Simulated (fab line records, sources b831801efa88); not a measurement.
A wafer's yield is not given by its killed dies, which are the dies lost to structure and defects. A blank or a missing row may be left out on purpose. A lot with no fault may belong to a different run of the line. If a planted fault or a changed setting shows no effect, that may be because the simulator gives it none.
Chamber matching | flow gf180mcu | hdpcvd-01 running GF_V2_CVD_00: 3 sister chambers
The step deposits SiO2, target thk 600 nm, time 100 s. 6 wafers are shown with their chamber, then 8 later ones without.

## EACH WAFER AND ITS CHAMBER
wafer  | chamber | sih4 flow sccm (sccm)
L085.6 | 2       | 60.20
L086.3 | 0       | 59.95
L086.6 | 2       | 59.79
L089.3 | 0       | 60.29
L089.4 | 1       | 59.96
L090.3 | 1       | 60.05

## WAFERS WITHOUT THEIR CHAMBER
wafer  | sih4 flow sccm (sccm)
L090.4 | 59.86
L090.6 | 60.11
L093.3 | 59.81
L093.4 | 60.22
L093.6 | 60.36
L094.2 | 59.99
L094.5 | 59.88
L094.6 | 60.07

## CHAMBER TAKEN BY EACH
wafer  | from the rows above          | in truth
L090.4 | can't be placed: 2 or 1 or 0 | 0
L090.6 | can't be placed: 0 or 1 or 2 | 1
L093.3 | can't be placed: 2 or 1 or 0 | 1
L093.4 | can't be placed: 0 or 1 or 2 | 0
L093.6 | can't be placed: 0 or 1 or 2 | 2
L094.2 | can't be placed: 2 or 1 or 0 | 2
L094.5 | can't be placed: 2 or 1 or 0 | 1
L094.6 | can't be placed: 0 or 1 or 2 | 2
Correct placement for 0 of the 8. Can't be placed from these rows: 8 (the true chamber is among the candidates in 8). Wrongly placed: 0.
How it was worked out, from the rows above alone: a wafer's distance from a chamber is the root of the sum, over the readings, of the square of ((its reading less the chamber's mean) divided by the reading's scatter). The wafer belongs to the nearest chamber; if the next one is less than 2 further off, it can't be placed. The mean given for a chamber averages the wafers shown for that chamber. The scatter is the square root of a quotient: the sum, over the shown wafers, of each reading's squared deviation from its chamber's mean, divided by wafers minus chambers.
